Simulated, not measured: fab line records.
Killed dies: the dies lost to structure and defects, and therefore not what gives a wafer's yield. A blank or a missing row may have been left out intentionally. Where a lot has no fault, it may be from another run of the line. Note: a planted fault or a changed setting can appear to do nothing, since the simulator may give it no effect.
Chamber matching | flow sky130 | 4 sister chambers for SKY_CONTACT_CMP_04 on cmp-01
The step polishes SiO2. 4 wafers are shown with their chamber, then 7 later ones without.

WAFERS, EACH WITH ITS CHAMBER
wafer  | chamber | motor current A (A)
L631.4 | 1       | 11.5
L631.6 | 3       | 14.8
L628.2 | 0       | 11.6
L628.4 | 2       | 14.3

WAFERS WITH NO CHAMBER GIVEN
wafer  | motor current A (A)
L628.5 | 10.9
L632.2 | 14.6
L632.3 | 11.2
L632.4 | 13.6
L635.1 | 13.8
L635.4 | 14.1
L635.5 | 14.0

WHICH CHAMBER EACH ONE RAN IN
wafer  | from the rows above     | in truth
L628.5 | can't be placed: 1 or 0 | 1
L632.2 | can't be placed: 3 or 2 | 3
L632.3 | can't be placed: 1 or 0 | 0
L632.4 | can't be placed: 2 or 3 | 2
L635.1 | can't be placed: 2 or 3 | 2
L635.4 | can't be placed: 2 or 3 | 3
L635.5 | can't be placed: 2 or 3 | 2
Correctly placed: 0 of 7. Unplaceable from these rows: 7, with the true chamber sitting among the candidates in 7. 0 placed wrongly.
How it was worked out, from the rows above alone: a wafer's distance from a chamber is the root of the sum, over the readings, of the square of ((its reading less the chamber's mean) divided by the reading's scatter). The wafer belongs to the nearest chamber; if the next one is less than 2 further off, it can't be placed. Each chamber's mean is taken over the wafers shown for it. The scatter: with one shown wafer a chamber, the root of the mean of the squares of how far each hidden wafer lies from its nearest shown one.
